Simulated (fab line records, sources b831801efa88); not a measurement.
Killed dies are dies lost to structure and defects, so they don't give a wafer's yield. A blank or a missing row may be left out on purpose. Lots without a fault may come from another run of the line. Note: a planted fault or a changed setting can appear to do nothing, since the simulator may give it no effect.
2 desks, one fault | flow sky130 | what lay behind the numbers comes last; until then each desk has only its own

## AT THE METROLOGY DESK
What the gauges read, lot by lot, whatever tool the lot ran on: means of the sampled wafers that have a number. Any lot whose mean is over 4 standard deviations away from the usual mean is out of limits and marked OUT; that distance is given in the brackets.
Columns: A = FIELD_ISO_CVD_03_THK at SKY_FIELD_ISO_THK_MEAS_04, usual 164.8 nm; B = VT_ADJUST_NCORE_TW at SKY_VT_ADJUST_NCORE_TW_MEAS_11, usual 220.5
lot  | first seen here | A     | B
L944 | day 2 13:13     | 164.3 | 218.6
L946 | day 2 23:31     | 166.5 | 222.5
L948 | day 3 07:12     | 164.7 | 218.3
L949 | day 3 12:36     | 165.3 | 223.0
L950 | day 3 16:16     | 164.2 | 220.7
L951 | day 3 21:49     | 164.1 | 222.7
L953 | day 4 06:31     | 165.7 | 221.2
L955 | day 4 19:30     | 165.0 | 221.4
L956 | day 4 23:08     | 164.4 | 221.3
L957 | day 5 03:27     | 166.6 | 221.0
L962 | day 6 04:26     | 165.2 | 222.2
L963 | day 6 09:57     | 165.9 | 221.6
This desk's verdict: no lot among the 12 shows anything out of limits.

## FOR THE TOOL OWNER'S DESK: lithoTrack-04
The tool's own readings at SKY_FIELD_ISO_COAT_08 (resist thk 450 nm): means of the sampled wafers that have a number, for each lot that ran on this tool. Any lot whose mean is over 4 standard deviations away from the usual mean is out of limits and marked OUT; that distance is given in the brackets.
Columns: A = exhaustPa at SKY_FIELD_ISO_COAT_08, usual 45.3 Pa
lot  | first seen here | A
L944 | day 2 19:00     | 46.1
L951 | day 4 05:00     | 44.9
L953 | day 4 14:00     | 45.2
L956 | day 5 08:00     | 45.1
L957 | day 5 12:00     | 45.4
This desk's verdict: no lot among the 5 shows anything out of limits.

## ALL TOGETHER
From the metrology desk's view, nothing was out of limits.
The desk of the tool owner found nothing out of limits.

## WHAT HAD BEEN PUT IN BY THE SIMULATOR
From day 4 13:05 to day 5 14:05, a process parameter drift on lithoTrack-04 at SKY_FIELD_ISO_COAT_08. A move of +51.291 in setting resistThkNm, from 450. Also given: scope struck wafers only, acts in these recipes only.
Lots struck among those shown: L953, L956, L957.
